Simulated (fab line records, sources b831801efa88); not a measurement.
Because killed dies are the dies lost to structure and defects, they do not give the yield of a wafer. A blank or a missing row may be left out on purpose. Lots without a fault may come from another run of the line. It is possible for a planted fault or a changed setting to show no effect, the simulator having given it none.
Check for tools in common + flow gf180mcu + Lots sampled 9, wafers sampled 33

WHY IT WAS OPENED
GF_M2_RS_MEAS_05, reading M2_ALCU_RS: flagged on 2 of 9 lots. Fault-free wafers read 0.0696 ohm/sq, with a standard deviation of 0.00051.
Rule: flag the lot when none of its wafers has a number, or when each of its wafers that has one lies beyond 4 standard deviations from that mean. The other lots count as sound.

| lot  | measured     | on            | M2_ALCU_RS (ohm/sq), wafer by wafer       | flag    |
|------|--------------|---------------|-------------------------------------------|---------|
| L868 | day 18 00:37 | film metro-04 | 0.0693 0.0696 0.0691                      |         |
| L872 | day 19 13:01 | film metro-04 | 0.0708 0.0705 0.0697                      |         |
| L873 | day 19 23:07 | film metro-04 | 0.0701 0.0695 0.0699                      |         |
| L878 | day 22 06:02 | film metro-03 | 0.0699 0.0694 0.0693                      |         |
| L880 | day 22 17:01 | film metro-04 | 0.0700 0.0697 0.0704                      |         |
| L881 | day 23 07:26 | film metro-02 | 0.0567 0.0572 0.0568 0.0567 0.0571 0.0569 | FLAGGED |
| L883 | day 24 02:40 | film metro-04 | 0.0567 0.0569 0.0570 0.0565 0.0569 0.0569 | FLAGGED |
| L884 | day 24 11:18 | film metro-02 | 0.0698 0.0701 0.0703                      |         |
| L891 | day 26 07:52 | film metro-03 | 0.0692 0.0695 0.0697                      |         |
The numbers of the flagged lots are 0.0569 ohm/sq on average: -0.0127 ohm/sq against the usual, or -25 standard deviations.

WHICH TOOL EACH LOT WENT THROUGH
The record holds 2 process steps before the reading, out of a route of 602 steps. Cell contents, in order: the tool; ch with the chambers the sampled wafers went through; the start.
| lot  | flag    | GF_V1_STRIP_18                       | GF_M2_SPUTTER_02             |
|------|---------|--------------------------------------|------------------------------|
| L868 |         | plasma asher-02 ch 0,1, day 17 23:11 | pvd sputter-02, day 18 00:32 |
| L872 |         | plasma asher-04 ch 0,1, day 19 11:31 | pvd sputter-02, day 19 12:53 |
| L873 |         | plasma asher-02 ch 0,1, day 19 21:38 | pvd sputter-02, day 19 23:00 |
| L878 |         | plasma asher-03 ch 0,1, day 22 04:28 | pvd sputter-01, day 22 05:57 |
| L880 |         | plasma asher-02 ch 1, day 22 15:34   | pvd sputter-01, day 22 16:55 |
| L881 | FLAGGED | plasma asher-02 ch 0,1, day 23 05:58 | pvd sputter-02, day 23 07:20 |
| L883 | FLAGGED | plasma asher-02 ch 0,1, day 24 01:12 | pvd sputter-02, day 24 02:35 |
| L884 |         | plasma asher-03 ch 0,1, day 24 09:49 | pvd sputter-04, day 24 11:13 |
| L891 |         | plasma asher-04 ch 1, day 26 06:25   | pvd sputter-01, day 26 07:47 |
What is done by these steps:
- GF_V1_STRIP_18: strips in O2/N2.
- GF_M2_SPUTTER_02: material AlCu, target thk 450 nm, time 23.9 s.
- GF_M2_RS_MEAS_05: measures by four-point-probe.

FLAGGED OVER TOTAL, TOOL BY TOOL (the gauges that took the reading come last)
| step             | tool            | lots run | flagged | share of the flagged lots | sound lots run after its first flagged lot |
|------------------|-----------------|----------|---------|---------------------------|--------------------------------------------|
| GF_V1_STRIP_18   | plasma asher-02 | 5        | 2       | all                       | 0                                          |
| GF_V1_STRIP_18   | plasma asher-03 | 2        | 0       | none                      | -                                          |
| GF_V1_STRIP_18   | plasma asher-04 | 2        | 0       | none                      | -                                          |
| GF_M2_SPUTTER_02 | pvd sputter-01  | 3        | 0       | none                      | -                                          |
| GF_M2_SPUTTER_02 | pvd sputter-02  | 5        | 2       | all                       | 0                                          |
| GF_M2_SPUTTER_02 | pvd sputter-04  | 1        | 0       | none                      | -                                          |
| GF_M2_RS_MEAS_05 | film metro-02   | 2        | 1       | some                      | 1 (L884)                                   |
| GF_M2_RS_MEAS_05 | film metro-03   | 2        | 0       | none                      | -                                          |
| GF_M2_RS_MEAS_05 | film metro-04   | 5        | 1       | some                      | 0                                          |

THE TABLE: WHAT IT ALLOWS
Table rows that saw every flagged lot: 2, namely plasma asher-02 at GF_V1_STRIP_18 and pvd sputter-02 at GF_M2_SPUTTER_02.
- plasma asher-02 at GF_V1_STRIP_18 ran 5 lots, 2 of them flagged. It ran its last sound lot, L880, at day 22 15:34 and its first flagged lot, L881, at day 23 05:58: a fault with its onset between the two fits.
- pvd sputter-02 at GF_M2_SPUTTER_02 ran 5 lots, 2 of them flagged. It ran its last sound lot, L873, at day 19 23:00 and its first flagged lot, L881, at day 23 07:20: a fault with its onset between the two fits. Its own readings (cathode dc power W) fall more than 4 standard deviations out on all wafers of the flagged lots.
Counting lots can't tell these 2 tools apart, because each fits a fault that began at some hour. More lots, or a look at what each step does to the wafer, might.

WHAT WAS PUT IN BY THE SIMULATOR
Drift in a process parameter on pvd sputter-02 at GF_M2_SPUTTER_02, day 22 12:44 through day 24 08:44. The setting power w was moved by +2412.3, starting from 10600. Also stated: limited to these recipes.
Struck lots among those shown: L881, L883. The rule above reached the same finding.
